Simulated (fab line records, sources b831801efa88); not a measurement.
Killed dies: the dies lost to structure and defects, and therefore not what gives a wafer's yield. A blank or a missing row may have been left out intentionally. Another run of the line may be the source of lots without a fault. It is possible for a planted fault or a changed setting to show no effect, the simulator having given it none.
Chamber matching + flow sky130 + 3 sister chambers for SKY_VIA2_ETCH_14 on rie diel-02
The step etches BARC in N2/H2, stops on SiO2, time 45.9 s, target depth 60 nm. 3 wafers are shown with their chamber, then 5 later ones without.

## EACH WAFER AND ITS CHAMBER
| wafer  | chamber | throttle valve pct (%) |
|--------|---------|------------------------|
| L076.6 | 2       | 13.226                 |
| L080.2 | 0       | 13.229                 |
| L080.3 | 3       | 13.223                 |

## WAFERS MISSING THEIR CHAMBER
| wafer  | throttle valve pct (%) |
|--------|------------------------|
| L080.6 | 13.235                 |
| L085.4 | 13.232                 |
| L085.6 | 13.224                 |
| L090.3 | 13.253                 |
| L090.5 | 13.220                 |

## WHICH CHAMBER EACH ONE RAN IN
| wafer  | from the rows above          | in truth |
|--------|------------------------------|----------|
| L080.6 | can't be placed: 0 or 2 or 3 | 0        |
| L085.4 | can't be placed: 0 or 2 or 3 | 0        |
| L085.6 | can't be placed: 3 or 2 or 0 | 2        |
| L090.3 | can't be placed: 0 or 2 or 3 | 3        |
| L090.5 | can't be placed: 3 or 2 or 0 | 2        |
Correct placement for 0 of the 5. Can't be placed from these rows: 5 (the true chamber is among the candidates in 5). Wrongly placed: 0.
How it was worked out, from the rows above alone: a wafer's distance from a chamber is the root of the sum, over the readings, of the square of ((its reading less the chamber's mean) divided by the reading's scatter). The wafer belongs to the nearest chamber; if the next one is less than 2 further off, it can't be placed. The mean given for a chamber averages the wafers shown for that chamber. The scatter: root of mean squared gap, hidden wafer to nearest shown wafer, with one shown wafer a chamber.
